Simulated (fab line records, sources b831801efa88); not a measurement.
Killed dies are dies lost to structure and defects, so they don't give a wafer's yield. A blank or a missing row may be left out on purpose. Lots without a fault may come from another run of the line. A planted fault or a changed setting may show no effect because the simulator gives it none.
fab line records | flow sky130 | part 1 of 2: steps 1 to 30 of 45
record lots=5 wafers=15 last_day=49
route steps=708 shown LDD_LDN@303 SPACER@304 POLY_CUT@307 SD_P@320 RES_XHIGH@332 SD_N@342
lots that met no fault: from a run of the same line without faults
start_h: hours from the record's first day to the start of the lot's first wafer shown | wait_h: hours since the lot's step before | " the same as in the row above | L1.1+2: a row that stands for several wafers | - no value, or no start given | * or withheld: withheld | < > ~ a bound
route shown NAME@n: a module of which the file shows steps, and the number in the route of the first | usual: mean/standard deviation of fault-free wafers | same: alike in all rows | chamber/n: place in a boat | sites: the reading at each site | _std_site: their standard deviation | _edge_site: outer sites' mean less inner sites' | radius_mm: how far each site lies from the wafer's centre | mask NAME#n: copy n | behind: the tool/chamber that last shaped the wafer | hold: why the lot was held/for how many hours/how that ended | device: the transistor (n, p or np) that didn't switch | end of line: the same wafers' tests at the end of the route | a step without rows: its recipe alone | killed: dies lost to structure and defects at the first sort, not the wafer's yield | map: a wafer's dies, x killed, . not, _ none there
set.NAME: the setting as run; set.NAME@STEP: as run at that earlier step | model.NAME: the simulator's own value behind a step, which no gauge read
lots at some steps of the route; a table a step, a row a wafer
services: from which hour (start_h, from the record's first day; less than 0 if before it) a tool's chamber was out of use, for how many hours, and why
## steps
# step SKY_LDD_LDN_CLEAN_14
# recipe chemistry=SC1/SC2 mix=1:4:20 temp_c=70 time_s=150 dry=n2_spin
# columns lot.wafer tool chamber start_h wait_h
L076.3+4+6 wet_bench-01 2 539.22 0.0
L086.2+4+5 wet_bench-04 1 627.21 0.0
L087.1+3+5 wet_bench-04 2 641.66 0.1
L088.1+4+5 wet_bench-02 0 643.11 0.1
L095.2+3+4 wet_bench-01 2 702.26 0.0
# step SKY_SPACER_CVD_00
# recipe material=Si3N4 precursor=DCS/NH3 target_thk_nm=43.1 temp_c=770 time_s=740 pressure_mtorr=250
# usual spike_tc_top_C=784.2/1.4 spike_tc_upper_C=769.8/1.2 zone_power_upper_pct=13.4/1.2
# columns lot.wafer tool chamber start_h wait_h spike_tc_top_C spike_tc_upper_C zone_power_upper_pct
L076.3 lpcvd-02 0 539.27 0.0 785.2 770.4 14.2
L076.4 " 0 " " 785.2 770.6 14.1
L076.6 " 0 " " 783.8 769.8 14.0
L086.2 lpcvd-02 0 627.26 0.0 783.5 769.3 14.0
L086.4 " 0 " " 785.5 771.6 14.2
L086.5 " 0 " " 786.1 770.1 14.2
L087.1 lpcvd-02 0 642.47 0.8 786.7 770.8 14.0
L087.3 " 0 " " 786.7 768.0 14.2
L087.5 " 0 " " 786.6 769.5 13.9
L088.1 lpcvd-02 0 643.68 0.5 785.4 769.1 13.9
L088.4 " 0 " " 782.4 768.4 14.1
L088.5 " 0 " " 785.5 769.0 14.0
L095.2 lpcvd-02 0 702.31 0.0 784.3 768.3 14.1
L095.3 " 0 " " 785.0 770.3 14.2
L095.4 " 0 " " 783.7 769.0 14.3
# step SKY_SPACER_THK_MEAS_01
# recipe reads=Si3N4_of_SPACER_CVD_00
# usual SPACER_CVD_00_THK=43.0/0.44
# columns lot.wafer tool chamber start_h wait_h SPACER_CVD_00_THK[nm]
L076.3 film_metro-04 - 540.50 0.0 43.1
L076.4 " - " " 43.0
L076.6 " - " " 43.4
L086.2 film_metro-04 - 628.61 0.1 43.0
L086.4 " - " " 43.1
L086.5 " - " " 42.8
L087.1 film_metro-03 - 643.68 0.0 43.2
L087.3 " - " " 42.8
L087.5 " - " " 43.0
L088.1 film_metro-01 - 644.88 0.0 43.5
L088.4 " - " " 43.5
L088.5 " - " " 43.2
L095.2 film_metro-03 - 703.53 0.0 42.5
L095.3 " - " " 42.7
L095.4 " - " " 42.8
# step SKY_SPACER_ETCHBACK_02
# recipe chemistry=CH3F/O2 target=Si3N4 stop_on=SiO2 source_w=400 bias_w=80 pressure_mtorr=25 ch3f_flow_sccm=40 O2_flow_sccm=30 time_s=46.7 target_depth_a=450
# usual chamber_pressure_mTorr=25.002/0.025 drypump_motor_current_A=5.8/0.4 oes_product_au=0.854/0.0069 throttle_valve_pct=10.563/0.0086
# columns lot.wafer tool chamber start_h wait_h chamber_pressure_mTorr drypump_motor_current_A oes_product_au rf_hours_counter_h throttle_valve_pct
L076.3 rie_diel-01 0 540.54 0.0 25.008 5.4 0.851 59 10.565
L076.4 " 3 " " 25.003 6.0 0.854 6 10.564
L076.6 " 2 " " 25.001 6.4 0.846 - 10.563
L086.2 rie_diel-02 3 628.66 0.0 25.039 6.0 0.854 54 10.562
L086.4 " 0 " " 25.003 5.9 0.855 6 10.573
L086.5 " 0 " " 25.001 5.9 0.842 - 10.566
L087.1 rie_diel-01 3 643.74 0.1 25.010 6.0 0.860 8 10.545
L087.3 " 2 " " 25.020 6.4 0.850 19 10.569
L087.5 " 0 " " 25.008 5.4 0.859 - 10.570
L088.1 rie_diel-02 3 644.94 0.1 24.995 6.0 0.862 55 10.573
L088.4 " 0 " " 24.964 5.9 0.862 6 10.559
L088.5 " 0 " " 24.994 6.0 0.851 - 10.568
L095.2 rie_diel-01 0 703.58 0.0 24.975 5.4 0.848 0 10.565
L095.3 " 2 " " 24.995 6.4 0.848 21 10.553
L095.4 " 1 " " 25.025 6.4 0.853 4 10.575
# step SKY_POLY_CUT_DEHYDRATE_00
# recipe temp_c=200 time_s=60
# columns lot.wafer tool chamber start_h wait_h
L076.3+4+6 litho_track-01 0 555.48 14.9
L086.2+4+5 litho_track-02 0 643.04 14.4
L087.1+3+5 litho_track-03 0 656.93 13.2
L088.1+4+5 litho_track-01 0 658.53 13.6
L095.2+3+4 litho_track-02 0 717.04 13.4
# step SKY_POLY_CUT_HMDS_01
# recipe prime_time_s=60 prime_temp_c=120
# columns lot.wafer tool chamber start_h wait_h
L076.3+4+6 litho_track-01 0 555.63 0.1
L086.2+4+5 litho_track-02 0 643.19 0.1
L087.1+3+5 litho_track-03 0 657.08 0.1
L088.1+4+5 litho_track-01 0 658.68 0.1
L095.2+3+4 litho_track-02 0 717.19 0.1
# step SKY_POLY_CUT_COAT_02
# recipe resist=BARC temp_c=withheld time_s=withheld spin_rpm=3000 resist_thk_nm=60
# columns lot.wafer tool chamber start_h wait_h
L076.3+4+6 litho_track-01 0 555.78 0.1
L086.2+4+5 litho_track-02 0 643.34 0.1
L087.1+3+5 litho_track-03 0 657.23 0.1
L088.1+4+5 litho_track-01 0 658.83 0.1
L095.2+3+4 litho_track-02 0 717.34 0.1
# step SKY_POLY_CUT_COAT_03
# recipe resist=KrF-thick spin_rpm=3028 resist_thk_nm=450
# columns lot.wafer tool chamber start_h wait_h
L076.3+4+6 litho_track-01 0 - -
L086.2+4+5 litho_track-02 0 - -
L087.1+3+5 litho_track-03 0 - -
L088.1+4+5 litho_track-01 0 - -
L095.2+3+4 litho_track-02 0 - -
# step SKY_POLY_CUT_SOFTBAKE_04
# recipe temp_c=100 time_s=90 resist=KrF-thick
# columns lot.wafer tool chamber start_h wait_h
L076.3+4+6 litho_track-01 0 - -
L086.2+4+5 litho_track-02 0 - -
L087.1+3+5 litho_track-03 0 - -
L088.1+4+5 litho_track-01 0 - -
L095.2+3+4 litho_track-02 0 - -
# step SKY_POLY_CUT_EXPOSE_05
# recipe mask_id=NPCM na=0.8 source_shape=annular sigma_inner=0.55 sigma_outer=0.85 target_cd_nm=270 dose_mj=32
# same sigma_inner=0.55
# columns lot.wafer tool chamber start_h wait_h mask
L076.3+4+6 krf_scanner-01 0 - - NPCM#0
L086.2+4+5 krf_scanner-02 0 - - NPCM#0
L087.1+3+5 krf_scanner-01 0 - - NPCM#0
L088.1+4+5 krf_scanner-02 0 - - NPCM#0
L095.2+3+4 krf_scanner-02 0 - - NPCM#0
# step SKY_POLY_CUT_PEB_06
# recipe peb_temp_c=withheld peb_time_s=withheld resist=KrF-thick
# columns lot.wafer tool chamber start_h wait_h
L076.3+4+6 litho_track-02 0 - -
L086.2+4+5 litho_track-02 0 - -
L087.1+3+5 litho_track-01 0 - -
L088.1+4+5 litho_track-03 0 - -
L095.2+3+4 litho_track-02 0 - -
# step SKY_POLY_CUT_DEVELOP_07
# recipe develop_time_s=60 resist=KrF-thick dev_temp_c=21
# same develop_time_s=60
# columns lot.wafer tool chamber start_h wait_h
L076.3+4+6 litho_track-02 0 - -
L086.2+4+5 litho_track-02 0 - -
L087.1+3+5 litho_track-01 0 - -
L088.1+4+5 litho_track-03 0 - -
L095.2+3+4 litho_track-02 0 - -
# step SKY_POLY_CUT_CD_MEAS_08
# recipe target_cd_nm=270
# usual cd_nm=269.4/1.4
# columns lot.wafer tool chamber start_h wait_h cd_nm
L076.3 cd_sem-01 - 571.50 - 271.4
L076.4 " - " " 271.5
L076.6 " - " " 270.7
L086.2 cd_sem-02 - 657.73 - 267.6
L086.4 " - " " 268.0
L086.5 " - " " 267.3
L087.1 cd_sem-01 - 671.93 - 268.2
L087.3 " - " " 268.5
L087.5 " - " " 268.6
L088.1 cd_sem-02 - 674.23 - 270.2
L088.4 " - " " 271.3
L088.5 " - " " 269.1
L095.2 cd_sem-02 - 731.88 - 268.5
L095.3 " - " " 266.5
L095.4 " - " " 268.3
# step SKY_POLY_CUT_OVL_MEAS_09
# usual POLY_CUT_OVL=1/6.7
# columns lot.wafer tool chamber start_h wait_h POLY_CUT_OVL[nm]
L076.3 overlay-02 - 571.59 0.1 -7
L076.4 " - " " 10
L076.6 " - " " 11
L086.2 overlay-02 - 657.84 0.1 -1
L086.4 " - " " -7
L086.5 " - " " -1
L087.1 overlay-01 - 672.05 0.1 3
L087.3 " - " " 6
L087.5 " - " " 5
L088.1 overlay-01 - 674.35 0.1 3
L088.4 " - " " 0
L088.5 " - " " 6
L095.2 overlay-01 - 731.99 0.1 14
L095.3 " - " " -1
L095.4 " - " " 9
# step SKY_POLY_CUT_ETCH_10
# recipe chemistry=N2/H2 target=BARC ion_energy_ev=200 source_w=500 bias_w=100 pressure_mtorr=30 n2_flow_sccm=100 h2_flow_sccm=200 stop_on=SiO2 time_s=45.9 target_depth_a=600
# usual chamber_pressure_mTorr=29.998/0.022 drypump_motor_current_A=5.8/0.45 oes_product_au=0.855/0.0048 throttle_valve_pct=13.225/0.0098
# columns lot.wafer tool chamber start_h wait_h chamber_pressure_mTorr drypump_motor_current_A oes_product_au rf_hours_counter_h throttle_valve_pct
L076.3 rie_diel-01 3 571.62 0.0 30.003 6.0 0.854 7 13.218
L076.4 " 1 " " 29.986 6.4 0.847 1 13.220
L076.6 " 2 " " 29.974 6.4 0.857 - 13.220
L086.2 rie_diel-03 1 657.87 0.0 30.006 5.1 0.860 0 13.227
L086.4 " 0 " " 29.981 5.6 0.858 10 13.233
L086.5 " 1 " " 30.037 5.1 0.864 - 13.227
L087.1 rie_diel-02 3 672.08 0.0 30.009 6.0 0.860 55 13.229
L087.3 " 0 " " 30.036 5.9 0.847 7 13.228
L087.5 " 1 " " 29.985 5.9 0.850 - 13.201
L088.1 rie_diel-01 3 674.39 0.0 29.996 6.0 0.855 9 13.216
L088.4 " 3 " " 29.976 6.0 0.860 - 13.236
L088.5 " 1 " " 29.988 6.5 0.853 - 13.212
L095.2 rie_diel-02 1 732.02 0.0 30.005 5.9 0.846 20 13.241
L095.3 " 3 " " 29.984 6.0 0.854 1 13.211
L095.4 " 0 " " 30.022 6.0 0.859 8 13.213
# step SKY_POLY_CUT_ETCH_11
# recipe target=Si3N4 chemistry=CF4/CH2F2/Ar stop_on=poly-Si source_w=600 bias_w=150 pressure_mtorr=40 cf4_flow_sccm=40 ch2f2_flow_sccm=20 Ar_flow_sccm=150 time_s=42.5 target_depth_a=600
# usual ch2f2_flow_sccm=20.01/0.069 chamber_pressure_mTorr=40.00/0.035 drypump_motor_current_A=5.8/0.45 oes_product_au=0.827/0.0061 throttle_valve_pct=14.994/0.0089
# columns lot.wafer tool chamber start_h wait_h ch2f2_flow_sccm chamber_pressure_mTorr drypump_motor_current_A oes_product_au rf_hours_counter_h throttle_valve_pct
L076.3 rie_diel-01 3 571.66 0.0 20.02 39.98 6.0 0.829 7 14.996
L076.4 " 1 " " 20.00 39.98 6.5 0.828 1 15.002
L076.6 " 2 " " 20.10 39.98 6.4 0.825 - 14.990
L086.2 rie_diel-03 1 657.91 0.0 20.02 40.05 5.1 0.823 0 14.997
L086.4 " 0 " " 20.04 40.00 5.6 0.829 10 15.003
L086.5 " 1 " " 20.00 39.98 5.1 0.819 - 15.005
L087.1 rie_diel-02 3 672.13 0.0 20.04 40.03 6.0 0.829 55 14.970
L087.3 " 0 " " 20.03 40.00 6.0 0.829 7 14.983
L087.5 " 1 " " 20.08 39.96 5.9 0.828 - 15.010
L088.1 rie_diel-01 3 674.43 0.0 20.10 39.96 6.0 0.830 9 14.994
L088.4 " 3 " " 20.10 40.00 6.0 0.832 - 14.997
L088.5 " 1 " " 20.11 39.93 6.4 0.824 - 14.982
L095.2 rie_diel-02 1 732.06 0.0 19.91 39.96 5.9 0.821 20 14.982
L095.3 " 3 " " 20.00 40.02 6.0 0.824 1 14.985
L095.4 " 0 " " 19.99 39.98 6.0 0.830 8 14.996
# step SKY_POLY_CUT_STRIP_12
# recipe chemistry=O2/N2 power_w=1400 pressure_mtorr=1500 platen_temp_c=withheld o2_flow_sccm=3000 n2_flow_sccm=300 overash_fraction=0.5
# usual chamber_pressure_mTorr=1500.0/1.3 drypump_motor_current_A=5.8/0.47 oes_product_au=0.452/0.0049 strip_time_to_endpoint_s=5.350/0.02
# columns lot.wafer tool chamber start_h wait_h chamber_pressure_mTorr drypump_motor_current_A oes_product_au rf_hours_counter_h strip_time_to_endpoint_s
L076.3 plasma_asher-04 1 571.73 0.1 1498.4 5.6 0.454 - 5.352
L076.4 " 0 " " 1501.3 5.1 0.455 - 5.329
L076.6 " 0 " " 1499.6 5.1 0.447 - 5.323
L086.2 plasma_asher-03 1 657.95 0.0 1498.2 6.4 0.447 91 5.371
L086.4 " 0 " " 1499.2 5.5 0.451 - 5.381
L086.5 " 0 " " 1498.7 5.4 0.454 - 5.370
L087.1 plasma_asher-03 0 672.17 0.0 1502.0 5.4 0.446 92 5.335
L087.3 " 0 " " 1499.1 5.4 0.457 - 5.327
L087.5 " 0 " " 1500.0 5.4 0.452 - 5.328
L088.1 plasma_asher-04 1 674.47 0.0 1500.9 5.6 0.461 55 5.298
L088.4 " 1 " " 1502.0 5.6 0.453 - 5.342
L088.5 " 0 " " 1499.6 5.1 0.454 - 5.301
L095.2 plasma_asher-01 0 732.10 0.0 1498.8 6.3 0.457 29 5.316
L095.3 " 0 " " 1497.8 6.3 0.453 - 5.339
L095.4 " 1 " " 1498.8 5.6 0.448 - 5.337
# step SKY_SD_P_DEHYDRATE_00
# recipe temp_c=200 time_s=60
# columns lot.wafer tool chamber start_h wait_h
L076.3+4+6 litho_track-03 0 585.38 13.6
L086.2+4+5 litho_track-01 0 672.55 14.6
L087.1+3+5 litho_track-01 0 685.78 13.6
L088.1+4+5 litho_track-03 0 687.23 12.7
L095.2+3+4 litho_track-04 0 744.79 12.7
# step SKY_SD_P_HMDS_01
# recipe prime_time_s=60 prime_temp_c=120
# columns lot.wafer tool chamber start_h wait_h
L076.3+4+6 litho_track-03 0 585.53 0.1
L086.2+4+5 litho_track-01 0 672.70 0.1
L087.1+3+5 litho_track-01 0 685.93 0.1
L088.1+4+5 litho_track-03 0 687.38 0.1
L095.2+3+4 litho_track-04 0 744.94 0.1
# step SKY_SD_P_COAT_02
# recipe resist=NOVOLAK spin_rpm=3000 resist_thk_nm=1140
# columns lot.wafer tool chamber start_h wait_h
L076.3+4+6 litho_track-03 0 585.68 0.1
L086.2+4+5 litho_track-01 0 672.85 0.1
L087.1+3+5 litho_track-01 0 686.08 0.1
L088.1+4+5 litho_track-03 0 687.53 0.1
L095.2+3+4 litho_track-04 0 745.09 0.1
# step SKY_SD_P_SOFTBAKE_03
# recipe temp_c=90 time_s=60 resist=NOVOLAK
# columns lot.wafer tool chamber start_h wait_h
L076.3+4+6 litho_track-03 0 585.83 0.1
L086.2+4+5 litho_track-01 0 673.00 0.1
L087.1+3+5 litho_track-01 0 686.23 0.1
L088.1+4+5 litho_track-03 0 687.68 0.1
L095.2+3+4 litho_track-04 0 745.24 0.1
# step SKY_SD_P_EXPOSE_04
# recipe mask_id=PSDM na=0.6 source_shape=conventional sigma_outer=0.6 polarization=unpolarized target_cd_nm=380 dose_mj=138
# columns lot.wafer tool chamber start_h wait_h mask
L076.3+4+6 iline_stepper-02 0 - - PSDM#0
L086.2+4+5 iline_stepper-01 0 - - PSDM#0
L087.1+3+5 iline_stepper-01 0 - - PSDM#0
L088.1+4+5 iline_stepper-01 0 - - PSDM#0
L095.2+3+4 iline_stepper-02 0 - - PSDM#0
# step SKY_SD_P_PEB_05
# recipe temp_c=withheld time_s=* resist=NOVOLAK
# columns lot.wafer tool chamber start_h wait_h
L076.3+4+6 litho_track-03 0 - -
L086.2+4+5 litho_track-03 0 - -
L087.1+3+5 litho_track-04 0 - -
L088.1+4+5 litho_track-01 0 - -
L095.2+3+4 litho_track-01 0 - -
# step SKY_SD_P_DEVELOP_06
# recipe resist=NOVOLAK developer=TMAH develop_time_s=60 dev_temp_c=23
# same develop_time_s=60
# columns lot.wafer tool chamber start_h wait_h
L076.3+4+6 litho_track-03 0 599.18 0.1
L086.2+4+5 litho_track-03 0 686.51 0.1
L087.1+3+5 litho_track-04 0 700.21 0.1
L088.1+4+5 litho_track-01 0 702.08 0.1
L095.2+3+4 litho_track-01 0 758.85 0.1
# step SKY_SD_P_CD_MEAS_07
# recipe target_cd_nm=380
# usual cd_nm=380/3
# columns lot.wafer tool chamber start_h wait_h cd_nm
L076.3 cd_sem-02 - 599.32 0.1 381
L076.4 " - " " 385
L076.6 " - " " 381
L086.2 cd_sem-02 - 686.65 0.1 377
L086.4 " - " " 377
L086.5 " - " " 376
L087.1 cd_sem-01 - 700.36 0.1 379
L087.3 " - " " 380
L087.5 " - " " 377
L088.1 cd_sem-01 - 702.23 0.1 377
L088.4 " - " " 377
L088.5 " - " " 377
L095.2 cd_sem-01 - 759.00 0.1 379
L095.3 " - " " 378
L095.4 " - " " 381
# step SKY_SD_P_OVL_MEAS_08
# usual SD_P_OVL=1.7/1.4
# columns lot.wafer tool chamber start_h wait_h SD_P_OVL[nm]
L076.3 overlay-01 - 599.41 0.1 -0.3
L076.4 " - " " -0.8
L076.6 " - " " -0.1
L086.2 overlay-02 - 686.76 0.1 1.9
L086.4 " - " " 2.7
L086.5 " - " " 4.2
L087.1 overlay-02 - 700.48 0.1 1.6
L087.3 " - " " 3.0
L087.5 " - " " 3.2
L088.1 overlay-01 - 702.35 0.1 2.1
L088.4 " - " " 1.6
L088.5 " - " " 0.7
L095.2 overlay-01 - 759.10 0.1 0.5
L095.3 " - " " -0.2
L095.4 " - " " 0.8
# step SKY_SD_P_IMPLANT_09
# recipe species=BF2 energy_kev=20 dose_cm2=3e+15 tilt_deg=0
# columns lot.wafer tool chamber start_h wait_h
L076.3+4+6 implanter-01 0 599.49 0.1
L086.2+4+5 implanter-03 0 686.81 0.0
L087.1+3+5 implanter-01 0 700.52 0.0
L088.1+4+5 implanter-02 0 702.38 0.0
L095.2+3+4 implanter-02 0 759.16 0.0
# step SKY_SD_P_STRIP_10
# recipe chemistry=O2/N2 power_w=1400 pressure_mtorr=1500 platen_temp_c=withheld o2_flow_sccm=3000 n2_flow_sccm=300 overash_fraction=0.5
# usual chamber_pressure_mTorr=1500.2/1.3 drypump_motor_current_A=6.0/0.34 oes_product_au=0.618/0.0044 strip_time_to_endpoint_s=17.50/0.037
# columns lot.wafer tool chamber start_h wait_h chamber_pressure_mTorr drypump_motor_current_A oes_product_au rf_hours_counter_h strip_time_to_endpoint_s
L076.3 plasma_asher-02 0 599.62 0.1 1500.7 6.1 0.612 - 17.52
L076.4 " 1 " " 1500.9 6.3 0.624 - 17.51
L076.6 " 0 " " 1500.9 6.1 0.624 - 17.52
L086.2 plasma_asher-02 0 686.94 0.1 1498.9 6.1 0.619 88 17.52
L086.4 " 1 " " 1501.1 6.3 0.621 - 17.51
L086.5 " 0 " " 1500.0 6.1 0.615 - 17.52
L087.1 plasma_asher-02 1 700.67 0.1 1499.7 6.3 0.618 89 17.58
L087.3 " 0 " " 1500.7 6.1 0.629 - 17.56
L087.5 " 1 " " 1501.8 6.2 0.615 - 17.56
L088.1 plasma_asher-03 0 702.53 0.1 1497.1 5.4 0.620 96 17.50
L088.4 " 1 " " 1498.5 6.5 0.623 - 17.47
L088.5 " 1 " " 1500.1 6.4 0.611 - 17.50
L095.2 plasma_asher-02 0 759.28 0.1 1499.3 6.1 0.620 95 17.48
L095.3 " 0 " " 1500.4 6.1 0.615 - 17.43
L095.4 " 1 " " 1500.0 6.3 0.619 - 17.45
# step SKY_SD_P_TW_MEAS_11
# usual SD_P_TW=2835/14
# columns lot.wafer tool chamber start_h wait_h SD_P_TW
L076.3 film_metro-02 - 599.71 0.1 2822
L076.4 " - " " 2795
L076.6 " - " " 2794
L086.2 film_metro-04 - 687.05 0.1 2844
L086.4 " - " " 2838
L086.5 " - " " 2805
L087.1 film_metro-01 - 700.77 0.1 2849
L087.3 " - " " 2840
L087.5 " - " " 2837
L088.1 film_metro-02 - 702.63 0.1 2848
L088.4 " - " " 2823
L088.5 " - " " 2838
L095.2 film_metro-01 - 759.39 0.1 2837
L095.3 " - " " 2838
L095.4 " - " " 2841
# step SKY_RES_XHIGH_DEHYDRATE_00
# recipe temp_c=200 time_s=60
# columns lot.wafer tool chamber start_h wait_h
L076.3+4+6 litho_track-02 0 614.86 15.1
L086.2+4+5 litho_track-01 0 701.00 13.9
L087.1+3+5 litho_track-02 0 714.56 13.8
L088.1+4+5 litho_track-02 0 715.81 13.2
L095.2+3+4 litho_track-02 0 771.64 12.2
